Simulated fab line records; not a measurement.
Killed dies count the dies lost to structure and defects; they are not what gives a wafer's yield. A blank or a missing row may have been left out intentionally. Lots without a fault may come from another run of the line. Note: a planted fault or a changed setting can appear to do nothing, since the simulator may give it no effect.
2 desks looking at one fault + flow sky130 + each desk has only its own numbers; what lay behind them comes last

AT THE METROLOGY DESK
What the gauges read for every lot (on any tool): the sampled wafers with a number, averaged. If a lot's mean is further than 4 standard deviations from the usual mean, the lot is out of limits and carries the mark OUT (the distance appears in the brackets).
Columns: A = GATE_OXIDE_OXIDATION_00_THK at SKY_GATE_OXIDE_THK_MEAS_02, usual 10.30 nm; B = LDD_P_OVL at SKY_LDD_P_OVL_MEAS_08, usual -1.3 nm; C = SD_P_TW at SKY_SD_P_TW_MEAS_11, usual 2800
| lot  | first seen here | A              | B    | C    |
|------|-----------------|----------------|------|------|
| L678 | day 12 10:43    | 10.04          | -2.5 | 2779 |
| L679 | day 12 22:15    | 10.38          | -0.8 | 2766 |
| L680 | day 13 06:58    | 10.37          | 1.6  | 2782 |
| L682 | day 14 00:13    | 10.39          | -0.8 | 2780 |
| L685 | day 15 01:29    | 7.55 (-16) OUT | -1.2 | 2847 |
| L686 | day 15 04:05    | 7.51 (-16) OUT | 0.0  | 2785 |
| L691 | day 16 22:55    | 10.16          | -1.3 | 2807 |
| L695 | day 18 10:31    | 10.22          | 1.2  | 2781 |
| L697 | day 18 22:34    | 10.17          | 0.2  | 2845 |
| L698 | day 19 08:37    | 10.33          | -3.6 | 2792 |
| L700 | day 20 04:10    | 10.26          | -1.8 | 2772 |
| L699 | day 20 05:34    | 10.44          | -0.3 | 2769 |
| L701 | day 20 17:44    | 10.42          | 0.0  | 2805 |
Per this desk, out of limits: L685, L686; the first was L685, day 15 01:29 (GATE_OXIDE_OXIDATION_00_THK at SKY_GATE_OXIDE_THK_MEAS_02). L678, L679, L680, L682, L691, L695, L697, L698, L700, L699, L701: within limits.

THE TOOL OWNER'S DESK: furnace-01
The tool's own readings at SKY_GATE_OXIDE_OXIDATION_01 (stabilise 600 s, purge 300 s, target thk 10.268 nm): means of the sampled wafers that have a number, for each lot that ran on this tool. If a lot's mean is further than 4 standard deviations from the usual mean, the lot is out of limits and carries the mark OUT (the distance appears in the brackets).
Columns: A = spike_tc_upper_C at SKY_GATE_OXIDE_OXIDATION_01, usual 898.8 C; B = zone_power_top_pct at SKY_GATE_OXIDE_OXIDATION_01, usual 33.7 %
| lot  | first seen here | A     | B    |
|------|-----------------|-------|------|
| L678 | day 12 09:18    | 899.3 | 32.9 |
| L679 | day 12 20:50    | 899.9 | 33.5 |
| L680 | day 13 05:32    | 899.0 | 33.1 |
| L685 | day 15 00:05    | 898.9 | 32.8 |
| L686 | day 15 02:40    | 898.9 | 33.2 |
| L697 | day 18 21:09    | 898.9 | 33.3 |
| L698 | day 19 07:12    | 899.0 | 33.1 |
| L700 | day 20 02:45    | 899.6 | 33.0 |
| L699 | day 20 04:10    | 899.8 | 33.6 |
| L701 | day 20 16:19    | 900.1 | 33.0 |
This desk found nothing out of limits on any of the 10 lots.

TAKEN TOGETHER
At day 15 01:29 the metrology desk could have sounded an alarm, on L685, L686.
The tool owner's desk saw nothing out of limits.
The tool owner's desk has L685, L686 on record, within its limits.
Of the lots named, all ran SKY_GATE_OXIDE_OXIDATION_01 on furnace-01.

WHAT HAD BEEN PUT IN BY THE SIMULATOR
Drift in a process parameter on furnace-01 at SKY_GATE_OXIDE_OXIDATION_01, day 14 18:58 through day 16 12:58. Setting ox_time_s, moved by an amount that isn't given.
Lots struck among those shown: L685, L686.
Per desk, hours elapsed from the start of the fault to the first reading out of limits: for the metrology desk, 7.
